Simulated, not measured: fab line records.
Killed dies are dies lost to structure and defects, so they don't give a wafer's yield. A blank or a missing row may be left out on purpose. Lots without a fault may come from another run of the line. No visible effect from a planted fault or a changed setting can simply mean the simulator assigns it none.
Which tool was responsible? | flow sky130 | route of 708 steps, sampled at 1 step: 14 lots, 42 wafers

WHAT THE GAUGES READ, wafer by wafer
SKY_METAL1_OVL_MEAS_16.
lot  | measured     | on         | METAL1_OVL (nm)
L277 | day 32 17:37 | overlay-01 | -5 2 -7
L279 | day 33 07:55 | overlay-02 | 2 -5 2
L280 | day 33 13:02 | overlay-01 | -6 -6 -7
L281 | day 34 16:39 | overlay-01 | -19 -14 -16
L284 | day 36 05:21 | overlay-01 | -7 -9 -8
L290 | day 37 08:15 | overlay-02 | 5 4 -5
L291 | day 37 12:12 | overlay-01 | -2 -5 -5
L292 | day 37 18:13 | overlay-02 | -10 -9 -10
L295 | day 38 16:44 | overlay-02 | -6 2 2
L296 | day 38 21:56 | overlay-02 | -5 -3 -1
L297 | day 39 01:24 | overlay-02 | -16 -12 -10
L298 | day 39 09:04 | overlay-02 | 6 5 1
L299 | day 39 17:11 | overlay-02 | -6 -8 -2
L300 | day 39 19:46 | overlay-02 | 1 0 -4

TOOL THAT RAN EACH LOT (tool first, then ch and the chambers of the sampled wafers, then the start)
There is no process step in the record ahead of these readings.

AS READ BY THE TOOLS THEMSELVES (means over the sampled wafers that have a number; for cases with no such wafer, the mark the record gives instead)
The record holds no such reading with a usual standard deviation.

THE ANSWER, worked out from the rows above alone
Rule: the usual values come from the lots themselves. Put in order of their means at a reading, lots are off if they are a third of the lots or fewer, leave a main group of 4 or more, and stand apart from it by a gap of 3 or more times the standard deviation of the main group's means; of several such gaps the widest counts. Not used: any main group whose means are identical at the precision the tables above print for the reading. A lot without any number at a reading at which 4 lots or more have one is off too. The other lots that the step has rows for count as sound. First the gauges in route order, then the tools' own readings, where a lot's mean is used as printed above. At the first step where some lot is off, the reading lying furthest off is the one used; lots without a number count as furthest.
No lot is off at any reading shown: from this, nothing can be told.

WHAT HAD BEEN PUT IN BY THE SIMULATOR
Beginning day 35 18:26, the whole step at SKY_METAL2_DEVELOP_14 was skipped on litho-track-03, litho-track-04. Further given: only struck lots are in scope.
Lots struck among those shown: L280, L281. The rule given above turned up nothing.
